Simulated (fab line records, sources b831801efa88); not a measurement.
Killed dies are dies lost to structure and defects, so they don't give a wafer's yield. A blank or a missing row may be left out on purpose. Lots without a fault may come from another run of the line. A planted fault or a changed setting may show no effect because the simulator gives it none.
One fault seen from 2 desks | flow gf180mcu | each desk has only its own numbers; what lay behind them comes last

THE TOOL OWNER'S DESK: cvd_w-01
The tool's own readings at GF_V3_CVD_23 (deposits W, target thk 350 nm, time 104.9 s): means of the sampled wafers that have a number, for each lot that ran on this tool. A lot is out of limits, marked OUT, if its mean lies more than 4 standard deviations from the usual mean; the brackets give that distance.
Columns: A = heater_power_w at GF_V3_CVD_23, usual 817 W
lot  | first seen here | A
L179 | day 23 04:52    | 766
L180 | day 23 17:04    | 773
L182 | day 23 22:52    | 764
L184 | day 24 18:21    | 849
L188 | day 25 15:04    | 791
L189 | day 25 22:29    | 868
L196 | day 28 02:53    | 778
L198 | day 28 10:44    | 860
L199 | day 28 20:52    | 870
This desk's finding: nothing out of limits on any of the 9 lots.

THE METROLOGY DESK
What the gauges read, lot by lot, whatever tool the lot ran on: means of the sampled wafers that have a number. A lot is out of limits, marked OUT, if its mean lies more than 4 standard deviations from the usual mean; the brackets give that distance.
Columns: A = cd_nm at GF_V3_CD_MEAS_14, usual 260.1 nm; B = V3_W_RS at GF_V3_RS_MEAS_24, usual 0.322 ohm/sq; C = V3_W_THK at GF_V3_THK_MEAS_25, usual 349 nm
lot  | first seen here | A     | B                | C
L179 | day 23 03:56    | 259.6 | 0.327            | 346
L180 | day 23 16:10    | 260.5 | 0.322            | 355
L182 | day 23 21:56    | 261.2 | 0.326            | 347
L185 | day 24 14:05    | 259.7 | 0.322            | 346
L184 | day 24 17:25    | 259.3 | 0.321            | 354
L188 | day 25 14:08    | 261.7 | 0.314            | 357
L186 | day 25 14:53    | 260.5 | 0.327            | 337
L189 | day 25 21:26    | 258.7 | 0.317            | 347
L192 | day 26 20:28    | 260.5 | 0.323            | 348
L196 | day 28 01:38    | 260.2 | 0.289 (-6.3) OUT | 393 (+6.6) OUT
L198 | day 28 09:47    | 259.2 | 0.265 (-11) OUT  | 423 (+11) OUT
L199 | day 28 19:58    | 262.0 | 0.262 (-11) OUT  | 433 (+13) OUT
This desk's finding: out of limits on L196, L198, L199; first on L196, day 28 03:01 (V3_W_RS at GF_V3_RS_MEAS_24). In limits: L179, L180, L182, L185, L184, L188, L186, L189, L192.

PUT TOGETHER
The metrology desk could have raised an alarm at day 28 03:01, on L196, L198, L199.
The tool owner's desk saw nothing out of limits.
The tool owner's desk has L196, L198, L199 on record, within its limits.
Of the lots named, all ran GF_V3_CVD_23 on cvd_w-01.

WHAT THE SIMULATOR HAD PUT IN
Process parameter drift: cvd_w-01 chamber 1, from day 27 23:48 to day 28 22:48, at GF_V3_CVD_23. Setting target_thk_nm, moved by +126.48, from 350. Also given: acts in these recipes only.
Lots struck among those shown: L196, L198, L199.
Hours from the fault's start to each desk's first reading out of limits: the metrology desk, 3.
